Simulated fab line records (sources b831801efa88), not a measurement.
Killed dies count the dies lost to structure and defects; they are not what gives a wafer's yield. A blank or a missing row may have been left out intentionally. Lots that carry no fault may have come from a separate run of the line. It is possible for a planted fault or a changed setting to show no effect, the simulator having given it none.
fab line records    flow sky130
[record] lots = 14  wafers = 42  lastDay = 50
route steps=708 shown VIA1@473 PAD_OPEN@708
lots that met no fault: from a run of the same line without faults
startH: hours from the record's opening day to when the first of the lot's shown wafers began    waitH: hours elapsed since this lot's preceding step    " repeats the value in the row above    L1.1+2: one row covering several wafers at once    - either no value or no given start    * or withheld: withheld    < > ~ a bound
route shown NAME@n: names a module that has steps shown in the file, with the first one's number in the route    usual: mean/standard deviation taken from wafers without a fault    same: alike in all rows    chamber/n: place in a boat    sites: each site's reading    _std_site: standard deviation of those values    _edge_site: inner sites' mean taken away from outer sites' mean    radiusMm: how far each site lies from the wafer's centre    mask NAME#n: copy n    behind: the tool/chamber that last shaped the wafer    hold: why the lot was held/for how many hours/how that ended    device: transistor that didn't switch, given as n, p or np    end of line: the tests these same wafers got at the end of their route    a step with no rows: only its recipe    killed: dies lost to structure and defects at the first sort, not the wafer's yield    map: a wafer's dies, marking killed ones x, the rest . and places with no die _
set.NAME: the run value of the setting; set.NAME@STEP: its run value at that earlier step    model.NAME: the simulator's own value behind a step, which no gauge read
one table for each step of the route and one row for each wafer, over a sample of lots
services: when a tool's chamber went out of use (startH, in hours from the record's first day, below 0 if earlier), for how many hours, and the reason
[[steps]]
[step SKY_VIA1_ETCH_15]
[recipe] target = SiO2  chemistry = C4F8/O2/Ar  targetDepthNm = 351  stopOn = TiN  maskMaterial = KrF-thick  sourceW = 1500  biasW = 1200  pressureMtorr = 40  c4f8FlowSccm = withheld  O2_flow_sccm = 6  Ar_flow_sccm = 300  timeS = 54
[usual] oesProductAu = 0.981/0.0062  rfFwdPowerW = 1485/5.2
lot.wafer  tool        chamber  startH  waitH  oesProductAu  rfFwdPowerW  rfHoursCounterH
L811.2     rieDiel-01  2        792.13  0.0    0.985         1480         17
L811.3     "           1        "       "      0.980         1491         3
L811.6     "           0        "       "      0.973         1480         -
L812.2     rieDiel-03  2        802.40  0.0    0.978         1487         6
L812.4     "           3        "       "      0.977         1492         34
L812.5     "           3        "       "      0.974         1483         -
L813.2     rieDiel-02  3        811.69  0.0    0.977         1483         12
L813.3     "           1        "       "      0.979         1481         1
L813.6     "           0        "       "      0.983         1483         -
L814.2     rieDiel-01  3        824.43  0.0    0.985         1484         16
L814.5     "           0        "       "      0.981         1484         -
L814.6     "           1        "       "      0.994         1489         -
L815.1     rieDiel-03  0        833.64  0.0    0.985         1487         8
L815.2     "           2        "       "      0.983         1479         7
L815.3     "           3        "       "      0.972         1487         0
L817.4     rieDiel-02  0        842.00  0.0    0.984         1480         9
L817.5     "           2        "       "      0.982         1494         -
L817.6     "           3        "       "      0.979         1484         -
L819.1     rieDiel-01  3        869.00  0.0    0.984         1477         17
L819.3     "           2        "       "      0.986         1483         20
L819.6     "           0        "       "      0.966         1482         -
L821.1     rieDiel-02  0        874.28  0.0    0.980         1483         10
L821.5     "           2        "       "      0.975         1487         -
L821.6     "           0        "       "      0.996         1488         -
L822.1     rieDiel-01  2        882.63  0.0    0.980         1478         20
L822.4     "           3        "       "      0.980         1481         17
L822.6     "           2        "       "      0.976         1485         -
L826.1     rieDiel-02  2        922.24  0.0    0.979         1490         17
L826.3     "           1        "       "      0.987         1482         3
L826.6     "           2        "       "      0.977         1487         -
L828.1     rieDiel-03  3        925.80  0.0    0.975         1487         3
L828.5     "           3        "       "      0.987         1486         -
L828.6     "           0        "       "      0.988         1490         -
L832.1     rieDiel-02  0        953.83  0.0    0.991         1485         11
L832.4     "           1        "       "      0.977         1477         4
L832.6     "           1        "       "      0.978         1481         -
L833.4     rieDiel-02  3        957.04  0.0    0.990         1493         15
L833.5     "           2        "       "      0.986         1489         -
L833.6     "           1        "       "      0.977         1489         -
L834.4     rieDiel-03  0        962.08  0.0    0.986         1481         12
L834.5     "           2        "       "      0.972         1489         -
L834.6     "           3        "       "      0.980         1485         -
[step SKY_PAD_OPEN_PROBE_99]
[usual] defectLimitedYield = 82.6/1.9  killed_at_M0_to_M3 = 42/7  killed_at_M4_up = 3.2/1.6  killedAtContacts = 24/5.8  killedAtFrontEnd = 16/4.3  killedAtOther = 0.3/0.62  killedDies = 86/9.5  killedOpen = 46/6.4  killedShort = 39/6.3  sort_bin_3_pad_short = 0.9/0.43  sort_bin_5_function = 10.5/1.4  sort_bin_6_memory = 6.1/1.2  sortNPass = 406/9.5  sortYieldPct = 82.6/1.9
[same] grossDies = 492  killedAtBackSide = 0  sort_bin_4_leakage[%] = 0  sort_bin_8_speed[%] = 0
lot.wafer  tool       chamber  startH   waitH  defectLimitedYield[%]  killed_at_M0_to_M3  killed_at_M4_up  killedAtContacts  killedAtFrontEnd  killedAtOther  killedDies  killedOpen  killedShort  sort_bin_3_pad_short[%]  sort_bin_5_function[%]  sort_bin_6_memory[%]  sortNPass  sortYieldPct[%]
L819.1     prober-01  -        1136.47  0.1    82.7                   41                  4                26                14                0              85          44          41           0.8                      10.0                    6.5                   407        82.7
L819.3     prober-01  -        1136.57  0.2    77.8                   69                  3                27                9                 1              109         36          40           2.6                      12.2                    7.3                   383        77.8
L819.6     prober-01  -        1136.72  0.2    82.1                   43                  5                22                18                0              88          55          31           0.4                      10.8                    6.7                   404        82.1
L822.1     prober-01  -        1147.64  0.1    74.8                   83                  4                17                20                0              124         47          45           2.8                      15.7                    6.7                   368        74.8
L822.4     prober-01  -        1147.79  0.2    82.5                   45                  3                24                12                2              86          48          37           0.4                      10.6                    6.5                   406        82.5
L822.6     prober-01  -        1147.89  0.2    72.6                   88                  2                25                20                0              135         57          43           2.8                      17.3                    7.3                   357        72.6
// killed by level:class
L819.1 VIA1:geometricParticle:open=14 CONTACT:geometricParticle:open=8 LI_CONTACT:geometricParticle:open=6 CONTACT:geometricParticle:short=5 LOCAL_INTERCONNECT:geometricParticle:short=5 METAL2:geometricParticle:short=5 POLY_GATE:geometricParticle:open=4 METAL1:geometricParticle:short=4
L819.3 VIA1:unspecified=33 CONTACT:geometricParticle:open=10 METAL2:geometricParticle:short=8 VIA1:geometricParticle:open=7 LOCAL_INTERCONNECT:geometricParticle:short=6 METAL1:geometricParticle:short=5 VIA2:geometricParticle:open=5 LI_CONTACT:geometricParticle:open=4
L819.6 VIA1:geometricParticle:open=10 CONTACT:geometricParticle:open=8 LI_CONTACT:geometricParticle:open=6 METAL1:geometricParticle:short=6 VIA2:geometricParticle:open=6 METAL1:geometricParticle:open=5 FIELD_ISO:geometricParticle:open=4 FIELD_ISO:geometricParticle:short=4
L822.1 VIA1:unspecified=32 CONTACT:geometricParticle:open=9 VIA1:geometricParticle:open=9 VIA3:geometricParticle:open=8 METAL1:geometricParticle:short=7 POLY_GATE:geometricParticle:short=6 METAL2:geometricParticle:short=6 VIA2:geometricParticle:open=6
L822.4 CONTACT:geometricParticle:open=9 VIA1:geometricParticle:short=8 VIA1:geometricParticle:open=7 VIA2:geometricParticle:open=6 VIA3:geometricParticle:open=6 LI_CONTACT:geometricParticle:open=5 FIELD_ISO:geometricParticle:open=4 LOCAL_INTERCONNECT:geometricParticle:short=4
L822.6 VIA1:unspecified=35 VIA2:geometricParticle:open=10 FIELD_ISO:geometricParticle:open=9 CONTACT:geometricParticle:open=9 VIA3:geometricParticle:open=9 METAL2:geometricParticle:short=8 VIA1:geometricParticle:open=8 LI_CONTACT:geometricParticle:open=7
[[services]]
tool        chamber  startH  hours  kind
rieDiel-01  3        802.37  7.9    repair
rieDiel-03  3        807.64  -      clean
rieDiel-03  3        807.64  20.7   scheduledDown
rieDiel-03  3        807.64  20.7   ventCycle
rieDiel-01  0        838.04  -      clean
rieDiel-01  0        838.04  19.0   scheduledDown
rieDiel-01  0        838.04  19.0   ventCycle
rieDiel-02  3        854.72  22.4   repair
rieDiel-02  1        856.98  4.5    repair
rieDiel-03  2        905.86  3.7    repair
rieDiel-02  -        928.71  2.8    pm
rieDiel-02  0        947.24  4.7    repair
[[key]]
[firstSign] step = SKY_PAD_OPEN_PROBE_99  reading = killed_at_M0_to_M3  direction = up  sigmas = 5.4  usual = 42  struck = 80
[effect] step = SKY_PAD_OPEN_PROBE_99  reading = sort_bin_3_pad_short  direction = up  sigmas = 4.5  usual = 0.9  struck = 2.8
metAt SKY_VIA1_ETCH_15
struckLots L819,L822
struckWafers L819.3,L822.1,L822.6
onsetBetween 792.13 869.00
[fault] kind = chamberParticleSource  tool = rieDiel-01  chamber = 2  onsetH = 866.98  steps = SKY_VIA1_ETCH_15  ratePerVisitCm2 = 1.5772  endH = 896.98
